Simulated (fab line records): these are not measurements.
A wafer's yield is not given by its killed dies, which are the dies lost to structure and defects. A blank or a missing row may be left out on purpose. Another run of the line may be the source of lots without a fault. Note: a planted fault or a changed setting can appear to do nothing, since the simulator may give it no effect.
Code-filled problem report in 8D (eight disciplines) form + flow gf180mcu + the parts of the form that need people (team, actions taken, sign-off) are left out

== 1. THE PROBLEM ==
Mean of run length s at GF_MIM_SOFTBAKE_15: 90.93 s across 3 wafers in 3 lots; on wafers with no fault it is 89.07 s (standard deviation 0.11). Relative to the usual mean, that is a shift of +17 standard deviations.
The step: time 60 s.
First seen on wafer L987.6, day 30 20:14, on litho track-01. The record has a number at this step for 37 wafers belonging to 13 lots. Rule for "out" (also "out of limits"): further than 4 standard deviations from the usual mean. The other wafers with a number count as sound.

== 2. WHAT IT IS; WHAT IT IS NOT ==
| question                    | is                     | is not                                                                    |
|-----------------------------|------------------------|---------------------------------------------------------------------------|
| which readings at this step | run length s           | heater power total W, plate temp C                                        |
| which lots                  | L987, L990, L991       | L971, L972, L973, L974, L975, L978, L979, L980, L981, L982                |
| which wafers of those lots  | L987.6, L990.6, L991.5 | L987.1, L990.2, L990.4, L991.1                                            |
| read on which tools         | litho track-01         | litho track-02, litho track-04                                            |
| when                        | from day 30 20:14      | up to then (31 sound wafers); but 3 sound wafers of L990, L991 came after |

== 3. THE SUSPECTS, EACH WITH WHAT RULES IT OUT ==
Counting: any tool at a process step up to the reading remains a suspect provided it ran every lot that is out. Sound lots after the first of them don't rule it out here, since some wafers of a struck lot are sound.
- pvd sputter-01 at GF_MIM_SPUTTER_00 (material Ti, target thk 37.5 nm, time 150 s): kept. Ran every lot that is out, first one L987 (day 30 11:46); last sound lot up to then L979 (day 28 00:01).
- litho track-01 at GF_MIM_SOFTBAKE_15 (time 60 s): kept. Ran every lot that is out, first one L987 (day 30 20:14); last sound lot up to then L981 (day 28 18:25). On those wafers its own readings are out: run length s.
After counting, pvd sputter-01 at GF_MIM_SPUTTER_00 and litho track-01 at GF_MIM_SOFTBAKE_15 remain.

== 4. THE CAUSE (what the simulator had put in) ==
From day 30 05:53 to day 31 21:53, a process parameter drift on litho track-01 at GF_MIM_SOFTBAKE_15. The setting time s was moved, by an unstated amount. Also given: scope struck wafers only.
Counting leaves 2 suspects; this tool is one of them.

== 5. THE CHAIN OF EFFECTS, in route order ==
Each row: a reading where the mean over the struck wafers with a number is more than 3 standard deviations away from the usual. Only readings whose record carries a usual standard deviation are examined. hours: median over the lots of the time between each lot's start at the first step of this table that gives one and its start at this step. sigmas: the change, counted in usual standard deviations.
| hours | step               | reading      | usual   | on struck wafers | change | sigmas |
|-------|--------------------|--------------|---------|------------------|--------|--------|
| 0     | GF_MIM_SOFTBAKE_15 | run length s | 89.07 s | 90.93            | +1.86  | +17    |
It contains these process steps:
- GF_MIM_SOFTBAKE_15: time 60 s.

== 6. WHAT WOULD HAVE CAUGHT IT SOONER ==
14 hours passed between the start of the fault at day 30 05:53 and the first reading out of limits in this record, taken at day 30 20:14.
